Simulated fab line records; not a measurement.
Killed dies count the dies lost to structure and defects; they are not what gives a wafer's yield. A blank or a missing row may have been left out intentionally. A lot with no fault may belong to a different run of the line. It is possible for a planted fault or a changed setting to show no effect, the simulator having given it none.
Which of the tools did it? ; flow gf180mcu ; 6 lots with 18 wafers sampled at 4 steps, on a route of 602 steps

WHAT THE GAUGES SHOWED, per wafer
GF_V5_THK_MEAS_03.
lot;measured;on;V5_CVD_02_THK (nm)
L409;day 27 11:09;filmMetro-04;1422 1438 1448
L411;day 28 02:45;filmMetro-03;1401 1402 1438
L413;day 28 23:36;filmMetro-03;1438 1467 1465
L419;day 30 12:18;filmMetro-04;1446 1456 1493
L425;day 32 04:04;filmMetro-03;1442 1427 1446
L429;day 33 02:41;filmMetro-04;1457 1462 1477

EACH LOT AND THE TOOL THAT RAN IT (in order: tool; ch and the chambers of the sampled wafers; start)
lot;GF_V2_CLEAN_20;GF_MIM_SPUTTER_04;GF_MIM_SPUTTER_09
L409;wetBench-02 ch 1, day 21 14:14;pvdSputter-01, day 25 16:07;pvdSputter-04, day 25 16:19
L411;wetBench-02 ch 3, day 22 05:38;pvdSputter-04, day 26 07:21;pvdSputter-03, day 26 07:33
L413;wetBench-02 ch 3, day 23 07:08;pvdSputter-03, day 27 06:02;pvdSputter-01, day 27 06:14
L419;wetBench-04 ch 1, day 25 01:31;pvdSputter-04, day 28 20:28;pvdSputter-03, day 28 20:43
L425;wetBench-02 ch 3, day 27 01:55;pvdSputter-01, day 30 15:11;pvdSputter-03, day 30 15:30
L429;wetBench-02 ch 1, day 28 05:14;pvdSputter-03, day 31 15:07;pvdSputter-04, day 31 15:19
- GF_V2_CLEAN_20: cleans in DIW.
- GF_MIM_SPUTTER_04: material TiN, target thk 50 nm, time 41.7 s.
- GF_MIM_SPUTTER_09: material TiN, target thk 35 nm, time 29.2 s.

THE ANSWER, worked out from the rows above alone
Rule: the lots themselves supply what counts as usual. Put in order of their means at a reading, lots are off if they are a third of the lots or fewer, leave a main group of 4 or more, and stand apart from it by a gap of 3 or more times the standard deviation of the main group's means; of several such gaps the widest counts. A main group is skipped when, at the precision printed for the reading in the tables above, its means are all equal. A lot without any number at a reading at which 4 lots or more have one is off too. The other lots that the step has rows for count as sound.
Across all readings shown, no lot is off: no conclusion can be drawn from this.

WHAT THE SIMULATOR HAD PUT IN
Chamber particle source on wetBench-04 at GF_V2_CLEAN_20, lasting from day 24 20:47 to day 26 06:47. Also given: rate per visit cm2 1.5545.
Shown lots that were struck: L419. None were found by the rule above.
